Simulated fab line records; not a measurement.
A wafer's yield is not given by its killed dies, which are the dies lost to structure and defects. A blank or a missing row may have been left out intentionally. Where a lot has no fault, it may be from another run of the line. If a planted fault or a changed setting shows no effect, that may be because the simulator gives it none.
Code-filled problem report in 8D (eight disciplines) form || flow sky130 || the parts of the form that need people (team, actions taken, sign-off) are left out

== 1. WHAT WENT WRONG ==
run length s at SKY_FIELD_ISO_ETCH_17 reads a mean of 131.2 s on 2 wafers of 2 lots; wafers without a fault read 126.1 s with a standard deviation of 0.4. Relative to the usual mean, that is a shift of +13 standard deviations.
The step: etches Si in HBr/Cl2/O2, target depth 342 nm, time 97.7 s.
First seen on wafer L156.6, day 5 02:49, on rie si-01. The record has a number at this step for 38 wafers belonging to 13 lots. The rule behind "out" and "out of limits": a value lying over 4 standard deviations away from the usual mean. All remaining wafers that have a number are taken as sound.

== 2. WHAT THIS IS AND IS NOT ==
{"question": "which readings at this step", "is": "run length s", "is not": "drypump motor current A, oes product au, throttle valve pct"}
{"question": "which lots", "is": "L156, L158", "is not": "L143, L144, L146, L147, L148, L149, L150, L151, L152, L154, L164"}
{"question": "which wafers of those lots", "is": "L156.6, L158.6", "is not": "L156.2, L156.3, L158.3"}
{"question": "read on which tools", "is": "rie si-01", "is not": "rie si-02"}
{"question": "when", "is": "from day 5 02:49", "is not": "up to then (32 sound wafers); but 4 sound wafers of L158, L164 came after"}

== 3. WHAT RULES OUT EACH SUSPECT ==
Counting: any tool at a process step up to the reading remains a suspect provided it ran every lot that is out. Sound lots after the first of them don't rule it out here, since some wafers of a struck lot are sound.
- rie si-01 at SKY_FIELD_ISO_ETCH_17 (etches Si in HBr/Cl2/O2, target depth 342 nm, time 97.7 s): kept. Ran every lot that is out, first one L156 (day 5 02:49); last sound lot up to then L151 (day 4 00:04). Its own run length s readings are out on those wafers.
After counting, what remains is rie si-01 at SKY_FIELD_ISO_ETCH_17.

== 4. THE CAUSE (what the simulator had put in) ==
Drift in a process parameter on rie si-01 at SKY_FIELD_ISO_ETCH_17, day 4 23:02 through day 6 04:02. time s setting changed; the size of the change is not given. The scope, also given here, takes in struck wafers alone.
Only this tool survived the counting.

== 5. THE CHAIN OF EFFECTS, in route order ==
Each row: a reading where the mean over the struck wafers with a number is more than 3 standard deviations away from the usual. Readings are gone through only where the record gives a usual standard deviation; hours: the median, over the lots, of the time from a lot's start at the first step in this table giving one to that lot's start at this step; sigmas: the change measured in usual standard deviations.
{"hours": 0, "step": "SKY_FIELD_ISO_ETCH_17", "reading": "run length s", "usual": "126.1 s", "on struck wafers": 131.2, "change": "+5.1", "sigmas": "+13"}
Its process steps:
- SKY_FIELD_ISO_ETCH_17: etches Si in HBr/Cl2/O2, target depth 342 nm, time 97.7 s.
At these later measuring or inspecting steps, every struck wafer for which the step has a row has a number for every such reading, and none has moved that far: SKY_VT_ADJUST_HVTP_OVL_MEAS_08, SKY_LDD_HVP_OVL_MEAS_07.

== 6. WHAT WOULD HAVE CAUGHT IT SOONER ==
The fault began at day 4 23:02; the first out-of-limits reading in this record came at day 5 02:49, 4 hours later.
